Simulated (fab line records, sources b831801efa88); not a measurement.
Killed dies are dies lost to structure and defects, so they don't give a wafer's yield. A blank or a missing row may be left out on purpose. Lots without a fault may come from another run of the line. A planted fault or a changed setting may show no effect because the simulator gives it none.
Which tool did it? | flow gf180mcu | 13 lots, 39 wafers sampled, at 4 steps of a route of 602

WHAT THE GAUGES READ, wafer by wafer
GF_V5_THK_MEAS_03. Usual: V5_CVD_02_THK 1448 nm, standard deviation 18.
lot  | measured     | on            | V5_CVD_02_THK (nm) | flag
L915 | day 26 11:05 | film_metro-03 | 1460 1469 1453     |
L916 | day 26 20:11 | film_metro-03 | 1424 1437 1457     |
L924 | day 29 09:32 | film_metro-03 | 1361 1336 1368     | OFF
L925 | day 29 19:50 | film_metro-04 | 1446 1459 1473     |
L926 | day 29 23:31 | film_metro-04 | 1383 1372 1404     | OFF
L927 | day 30 03:07 | film_metro-01 | 1431 1465 1468     |
L928 | day 30 07:29 | film_metro-04 | 1448 1469 1459     |
L929 | day 30 18:04 | film_metro-04 | 1422 1435 1445     |
L931 | day 31 12:57 | film_metro-01 | 1458 1438 1472     |
L933 | day 32 10:34 | film_metro-04 | 1457 1476 1472     |
L935 | day 32 11:08 | film_metro-03 | 1429 1424 1461     |
L936 | day 32 13:52 | film_metro-03 | 1446 1476 1464     |
L938 | day 33 03:46 | film_metro-01 | 1432 1419 1426     |

GF_V5_CD_MEAS_14: target cd 260 nm. Usual: cd_nm 259.4 nm, standard deviation 1.5.
lot  | measured     | on        | cd_nm (nm)        | flag
L915 | day 27 08:50 | cd_sem-02 | 257.1 257.6 258.4 |
L916 | day 27 17:07 | cd_sem-02 | 260.3 261.3 260.3 |
L924 | day 30 04:46 | cd_sem-01 | 262.7 261.1 262.6 |
L925 | day 30 14:40 | cd_sem-01 | 259.4 258.7 258.7 |
L926 | day 30 18:31 | cd_sem-02 | 257.4 258.5 258.7 |
L927 | day 30 21:50 | cd_sem-02 | 257.4 258.0 257.6 |
L928 | day 31 00:46 | cd_sem-01 | 259.9 260.3 259.3 |
L929 | day 31 12:17 | cd_sem-01 | 259.2 258.7 260.3 |
L931 | day 32 06:08 | cd_sem-01 | 258.5 258.2 258.7 |
L933 | day 33 03:07 | cd_sem-01 | 260.0 261.1 258.8 |
L935 | day 33 03:56 | cd_sem-01 | 261.5 261.1 261.0 |
L936 | day 33 06:18 | cd_sem-01 | 261.2 260.4 259.7 |
L938 | day 33 20:02 | cd_sem-02 | 260.6 260.3 259.3 |

WHICH TOOL RAN EACH LOT (tool, then ch and the chambers of the sampled wafers, then the start)
lot  | GF_V4_SPUTTER_21             | GF_V5_CVD_02
L915 | pvd_sputter-03, day 24 12:59 | pecvd-02 ch 0,1, day 26 10:59
L916 | pvd_sputter-02, day 24 22:14 | pecvd-02 ch 1,2, day 26 20:05
L924 | pvd_sputter-03, day 27 14:50 | pecvd-02 ch 0,2, day 29 09:26
L925 | pvd_sputter-03, day 28 03:18 | pecvd-01 ch 0,2, day 29 19:44
L926 | pvd_sputter-04, day 28 07:05 | pecvd-02 ch 0,1, day 29 23:24
L927 | pvd_sputter-04, day 28 10:10 | pecvd-03 ch 0,2, day 30 03:00
L928 | pvd_sputter-04, day 28 15:34 | pecvd-03 ch 1,2, day 30 07:22
L929 | pvd_sputter-03, day 29 02:01 | pecvd-03 ch 0,2, day 30 17:57
L931 | pvd_sputter-04, day 29 21:51 | pecvd-03 ch 0,1,2, day 31 12:50
L933 | pvd_sputter-04, day 30 22:00 | pecvd-01 ch 1,2, day 32 10:28
L935 | pvd_sputter-03, day 31 00:13 | pecvd-01 ch 0,1, day 32 11:02
L936 | pvd_sputter-02, day 31 02:02 | pecvd-03 ch 0,1,2, day 32 13:44
L938 | pvd_sputter-04, day 31 18:02 | pecvd-02 ch 0,1, day 33 03:39
- GF_V4_SPUTTER_21: material Ti, target thk 15 nm, time 80.02 s.
- GF_V5_CVD_02: deposits SiO2 from TEOS, target thk 1450 nm, time 163.28 s.

WHAT THE TOOLS THEMSELVES READ (means of the sampled wafers that have a number; where no wafer has one, the mark that the record gives instead)
GF_V4_SPUTTER_21. Usual: throttle_valve_pct 29.7 %, standard deviation 0.61.
lot  | tool           | throttle_valve_pct (%) | flag
L915 | pvd_sputter-03 | 29.6                   |
L916 | pvd_sputter-02 | 30.0                   |
L924 | pvd_sputter-03 | 29.3                   |
L925 | pvd_sputter-03 | 30.3                   |
L926 | pvd_sputter-04 | 29.6                   |
L927 | pvd_sputter-04 | 29.9                   |
L928 | pvd_sputter-04 | 29.7                   |
L929 | pvd_sputter-03 | 29.8                   |
L931 | pvd_sputter-04 | 29.3                   |
L933 | pvd_sputter-04 | 29.9                   |
L935 | pvd_sputter-03 | 29.4                   |
L936 | pvd_sputter-02 | 29.7                   |
L938 | pvd_sputter-04 | 28.8                   |

GF_V5_CVD_02. Usual: heater_power_w 652 W, standard deviation 76; rf_fwd_power_W 597.5 W, standard deviation 2.
lot  | tool     | heater_power_w (W) | rf_fwd_power_W (W) | flag
L915 | pecvd-02 | 610                | 598.1              |
L916 | pecvd-02 | 655                | 596.8              |
L924 | pecvd-02 | 630                | 502.2              | OFF
L925 | pecvd-01 | 626                | 596.7              |
L926 | pecvd-02 | 680                | 500.2              | OFF
L927 | pecvd-03 | 759                | 598.5              |
L928 | pecvd-03 | 646                | 598.2              |
L929 | pecvd-03 | 691                | 598.9              |
L931 | pecvd-03 | 741                | 597.6              |
L933 | pecvd-01 | 585                | 599.1              |
L935 | pecvd-01 | 620                | 599.1              |
L936 | pecvd-03 | 699                | 595.2              |
L938 | pecvd-02 | 646                | 599.7              |

THE ANSWER, worked out from the rows above alone
Rule: a lot is off if the mean of its wafers that have a number lies more than 3 standard deviations from the usual mean. A lot without any number at a reading at which 4 lots or more have one is off too. The other lots that the step has rows for count as sound. The gauges are gone through in route order, then the tools' own readings, and for those a lot's mean is taken as printed above. The first step at which some lot is off is used, and at that step the reading that is off furthest; a lot without a number counts as furthest.
Off: L924, L926, at GF_V5_THK_MEAS_03 (V5_CVD_02_THK).
A tool fits if, at a process step before that reading, it ran every lot that is off, and no sound lot after the first of them. The gauges at GF_V5_THK_MEAS_03 aren't tried: what is off there is off at GF_V5_CVD_02 too, on other tools, and a gauge's error can't cause that. None of those tried fits.

WHAT THE SIMULATOR HAD PUT IN
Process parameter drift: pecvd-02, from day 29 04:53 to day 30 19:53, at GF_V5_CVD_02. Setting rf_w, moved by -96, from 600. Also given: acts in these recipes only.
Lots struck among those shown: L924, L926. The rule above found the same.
